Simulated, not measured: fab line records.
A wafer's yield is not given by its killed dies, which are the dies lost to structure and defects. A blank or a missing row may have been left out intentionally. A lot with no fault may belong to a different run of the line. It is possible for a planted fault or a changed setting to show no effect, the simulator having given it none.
Tool commonality check	flow sky130	13 lots and 39 wafers in the sample

## WHAT PROMPTED THE OPENING
2 of 13 lots carry a flag on the reading VT_ADJUST_HVTP_TW at SKY_VT_ADJUST_HVTP_TW_MEAS_11. No-fault wafers: 1353, standard deviation 9.1.
Rule: a lot gets a flag if all its wafers with a number sit over 4 standard deviations from that mean, or if no wafer of it has a number. As for the other lots, they are considered sound.

lot	measured	on	VT_ADJUST_HVTP_TW, wafer by wafer	flag
L210	day 6 12:08	filmMetro-03	1355 1361 1359	
L212	day 7 04:20	filmMetro-03	1373 1365 1369	
L217	day 8 10:15	filmMetro-03	647 653 649	FLAGGED
L218	day 8 17:02	filmMetro-02	1343 1346 1348	
L219	day 8 22:16	filmMetro-02	630 634 625	FLAGGED
L224	day 10 09:28	filmMetro-04	1366 1351 1360	
L223	day 10 11:20	filmMetro-03	1354 1366 1352	
L226	day 11 04:25	filmMetro-02	1348 1346 1347	
L225	day 11 05:01	filmMetro-02	1334 1338 1343	
L227	day 11 13:40	filmMetro-02	1350 1341 1341	
L228	day 11 14:29	filmMetro-02	1338 1341 1340	
L230	day 11 21:16	filmMetro-04	1348 1356 1358	
L231	day 12 04:12	filmMetro-02	1346 1346 1350	
On average the flagged lots' numbers are 640, which is -713 against the usual, or -78 standard deviations.

## LOT BY LOT: THE TOOL USED
The record holds 1 process step before the reading, out of a route of 708 steps. In each cell: the tool, then ch and the chambers that the sampled wafers went through, then the start.
lot	flag	SKY_VT_ADJUST_HVTP_IMPLANT_09
L210		implanter-02 ch 0, day 6 11:53
L212		implanter-02 ch 0, day 7 04:05
L217	FLAGGED	implanter-02 ch 0, day 8 10:01
L218		implanter-03 ch 0, day 8 16:47
L219	FLAGGED	implanter-02 ch 0, day 8 22:01
L224		implanter-01 ch 0, day 10 09:13
L223		implanter-03 ch 0, day 10 11:08
L226		implanter-01 ch 0, day 11 04:11
L225		implanter-03 ch 0, day 11 04:47
L227		implanter-01 ch 0, day 11 13:25
L228		implanter-01 ch 0, day 11 14:14
L230		implanter-03 ch 0, day 11 21:01
L231		implanter-03 ch 0, day 12 03:58
These steps, and what they do:
- SKY_VT_ADJUST_HVTP_IMPLANT_09
- SKY_VT_ADJUST_HVTP_TW_MEAS_11

## FLAGGED OVER TOTAL, TOOL BY TOOL (the gauges that took the reading come last)
step	tool	lots run	flagged	share of the flagged lots	sound lots run after its first flagged lot
SKY_VT_ADJUST_HVTP_IMPLANT_09	implanter-01	4	0	none	-
SKY_VT_ADJUST_HVTP_IMPLANT_09	implanter-02	4	2	all	0
SKY_VT_ADJUST_HVTP_IMPLANT_09	implanter-03	5	0	none	-
SKY_VT_ADJUST_HVTP_TW_MEAS_11	filmMetro-02	7	1	some	5 (L226,L225,L227,L228,L231)
SKY_VT_ADJUST_HVTP_TW_MEAS_11	filmMetro-03	4	1	some	1 (L223)
SKY_VT_ADJUST_HVTP_TW_MEAS_11	filmMetro-04	2	0	none	-

## WHAT IS ALLOWED BY THE TABLE
Rows of the table that ran each flagged lot: 1, that is implanter-02 at SKY_VT_ADJUST_HVTP_IMPLANT_09.
- implanter-02 at SKY_VT_ADJUST_HVTP_IMPLANT_09 ran 4 lots, 2 of them flagged. Its last sound lot is L212 (day 7 04:05), its first flagged lot L217 (day 8 10:01): a fault that began between those two fits. Its own readings (doseIonsCm2, faradayCurrentUA) fall more than 4 standard deviations out on all wafers of the flagged lots.
Just one tool remains: implanter-02 at SKY_VT_ADJUST_HVTP_IMPLANT_09.

## WHAT THE SIMULATOR HAD INSERTED
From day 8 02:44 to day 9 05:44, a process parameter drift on implanter-02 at SKY_VT_ADJUST_HVTP_IMPLANT_09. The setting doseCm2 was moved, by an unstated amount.
Shown lots that were struck: L217, L219. The rule given above showed the same thing.
